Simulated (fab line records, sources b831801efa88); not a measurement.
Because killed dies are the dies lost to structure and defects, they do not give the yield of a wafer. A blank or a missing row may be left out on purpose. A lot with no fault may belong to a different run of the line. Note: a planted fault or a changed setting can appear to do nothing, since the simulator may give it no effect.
Which tool was responsible? | flow sky130 | 6 lots, 18 wafers sampled, at 2 steps of a route of 708

## WHAT THE GAUGES SHOWED, per wafer
SKY_LDD_P_TW_MEAS_11.
lot  | measured     | on            | LDD_P_TW
L830 | day 20 12:23 | film_metro-02 | 633 632 634
L832 | day 21 04:01 | film_metro-04 | 633 632 626
L835 | day 22 14:28 | film_metro-03 | 640 643 643
L838 | day 23 15:28 | film_metro-02 | 630 630 630
L840 | day 24 05:13 | film_metro-04 | 622 621 626
L843 | day 25 03:53 | film_metro-03 | 322 317 315

## TOOL THAT RAN EACH LOT (tool first, then ch and the chambers of the sampled wafers, then the start)
lot  | SKY_LDD_P_IMPLANT_09
L830 | implanter-02 ch 0, day 20 12:08
L832 | implanter-02 ch 0, day 21 03:46
L835 | implanter-04 ch 0, day 22 14:16
L838 | implanter-02 ch 0, day 23 15:14
L840 | implanter-02 ch 0, day 24 04:58
L843 | implanter-01 ch 0, day 25 03:40
- SKY_LDD_P_IMPLANT_09

## THE ANSWER, worked out from the rows above alone
Rule: usual is defined by the lots themselves. Put in order of their means at a reading, lots are off if they are a third of the lots or fewer, leave a main group of 4 or more, and stand apart from it by a gap of 3 or more times the standard deviation of the main group's means; of several such gaps the widest counts. A main group is skipped when, at the precision printed for the reading in the tables above, its means are all equal. A lot without any number at a reading at which 4 lots or more have one is off too. The other lots that the step has rows for count as sound.
Off: L843, seen at SKY_LDD_P_TW_MEAS_11 (LDD_P_TW). The main group: mean 632, standard deviation 6.1.
If a tool, at a process step before that reading, ran all the lots that are off and no sound lot after the first of them, it fits. The gauges at SKY_LDD_P_TW_MEAS_11 are tried like those tools. Can't be told from this: 2 tools fit, implanter-01 at SKY_LDD_P_IMPLANT_09, film_metro-03 at SKY_LDD_P_TW_MEAS_11.

## WHAT WAS PUT IN BY THE SIMULATOR
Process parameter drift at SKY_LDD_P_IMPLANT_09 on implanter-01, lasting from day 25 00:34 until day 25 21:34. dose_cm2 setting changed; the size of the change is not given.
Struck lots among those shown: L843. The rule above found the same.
